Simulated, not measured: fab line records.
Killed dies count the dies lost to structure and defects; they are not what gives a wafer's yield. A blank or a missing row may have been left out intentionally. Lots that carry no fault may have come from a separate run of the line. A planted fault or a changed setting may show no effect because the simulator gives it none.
Comparing a struck lot with a sound one    flow sky130    17 out of 708 route steps
Sound: wafers L650.2, L650.3, L650.4. The struck wafers were L655.1, L655.4, L655.6. The cause is named last.
For every step that has rows: the tool of each side, followed by ch and its chambers, followed by its first start. Under that, the readings that differ: sound wafers    struck wafers    difference of the means    sigmas: that difference in standard deviations of wafers without a fault.
alike: a reading whose means differ by less than 2 such deviations, as well as words and numbers matching on both sides. not compared: withheld readings; readings where some wafer has no value; bounds like >300 that might hide an equal value; numbers whose values overlap and for which the record gives no deviation.
A row with sigmas, a row that says differs or no value, or rows on one side alone: a step with any of these is where the two part. Numbers that don't overlap but have no deviation are shown without sigmas and don't part them. Lack of a reading on every wafer of one side parts them only where that side has two or more wafers.

first, 5 steps without rows for these wafers: SKY_SD_N_COAT_02 (resist thk 1140 nm); SKY_SD_N_SOFTBAKE_03 (time 60 s); SKY_SD_N_EXPOSE_04 (exposes mask NSDM, target cd 380 nm); SKY_SD_N_PEB_05; SKY_SD_N_DEVELOP_06 (develop time 60 s).
SKY_SD_N_CD_MEAS_07 targets a cd of 380 nm.
  sound on cd-sem-01, day 30 23:02; struck on cd-sem-01, day 32 04:43
  alike: cd-nm
SKY_SD_N_OVL_MEAS_08:
  sound on overlay-01, day 30 23:08; struck on overlay-01, day 32 04:50
  alike: SD_N_OVL
then, 2 steps without rows for these wafers: SKY_SD_N_IMPLANT_09; SKY_SD_N_IMPLANT_10.
SKY_SD_N_STRIP_11: strips in O2/N2.
  sound on plasma-asher-02 ch 0,1, day 30 23:28; struck on plasma-asher-01 ch 0,1, day 32 05:11
  alike: drypump-motor-current-A, oes-product-au, strip-time-to-endpoint-s
  not compared: rf-hours-counter-h
SKY_SD_N_TW_MEAS_12:
  sound on film-metro-02, day 30 23:34; struck on film-metro-01, day 32 05:17
  alike: SD_N_TW
then, 1 step without rows for these wafers: SKY_SD_N_CLEAN_13 (cleans in SC1/SC2, time 150 s).
SKY_SD_N_RTA_14: time 2 s.
  sound on rtp-anneal-02 ch 0, day 30 23:41; struck on rtp-anneal-02 ch 0, day 32 05:23
reading             sound                 struck                difference  sigmas
lamp-power-pct (%)  15.74 15.78 15.64     16.11 16.12 16.20     +0.42       +7
wafer_temp_C_max    1077.7 1079.2 1077.4  1094.7 1095.6 1095.6  +17.2       +13
SKY_SD_N_RS_MEAS_16: measures by four-point-probe.
  sound on film-metro-02, day 30 23:52; struck on film-metro-04, day 32 05:55
reading           sound              struck             difference  sigmas
SD_N_RS (ohm/sq)  68.53 68.53 68.56  65.00 65.18 65.10  -3.45       -29
  not compared: hold
SKY_SD_N_RS_MEAS_17: measures by four-point-probe.
  sound on film-metro-02, day 30 23:59; struck on film-metro-04, day 32 08:59
reading           sound              struck             difference  sigmas
SD_P_RS (ohm/sq)  147.3 147.0 147.4  130.7 130.4 130.5  -16.7       -38
  not compared: hold
SKY_SD_N_RS_MEAS_18: measures by four-point-probe.
  sound on film-metro-02, day 31 00:07; struck on film-metro-04, day 32 12:27
reading  sound  struck                                                                      difference                    sigmas
hold     - - -  await-dispo/3.2h/release await-dispo/3.2h/release await-dispo/3.2h/release  no value on the sound wafers  
  alike: RES_XHIGH_RS
-- the record jumps here: 16 days lie between the struck wafers' starts before and after (it left off in module SD_N and takes up again in module PAD_OPEN, whose first step shown is number 708 of the route) --
SKY_PAD_OPEN_PROBE_99:
  sound on prober-01, day 48 02:08; struck on prober-01, day 48 20:23
reading                                 sound              struck             difference  sigmas
killed-short                            40 53 47           36 28 29           -16         -2
model.etest.res-xhigh-po.line-ohm-um    5850 5735 5872     4885 4782 4715     -1025       
model.etest.res-xhigh-po.rs-ohm-sq      2064 2007 2026     1728 1700 1676     -331        
model.etest.pfet_01v8.r-on-ohm-um       2941 2875 2872     2697 2700 2683     -203        
model.etest.res-pdiff.line-ohm-um       1361 1411 1417     1201 1237 1254     -166        
model.etest.res-high-po.line-ohm-um     735.7 744.7 740.9  653.8 652.8 643.5  -90.4       
model.etest.pfet-g5v0d10v5.r-on-ohm-um  4858 4808 4798     4696 4700 4674     -131        
model.etest.licon-high-po.rc-ohm        346.2 340.2 350.6  292.7 279.2 279.5  -61.9       
model.etest.res-ndiff.line-ohm-um       769.4 775.1 770.2  726.9 738.4 741.2  -36.1       
  alike: killed_at_M0_to_M3, killed_at_M4_up, killed-at-contacts, killed-at-front-end, killed-at-other, killed-dies, killed-open

WHERE THEY PART
Last at SKY_PAD_OPEN_PROBE_99 as far as this record goes, first at SKY_SD_N_RTA_14.

WHY: whatever the simulator had introduced
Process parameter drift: rtp-anneal-02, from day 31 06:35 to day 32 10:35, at SKY_SD_N_RTA_14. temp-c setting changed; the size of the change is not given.
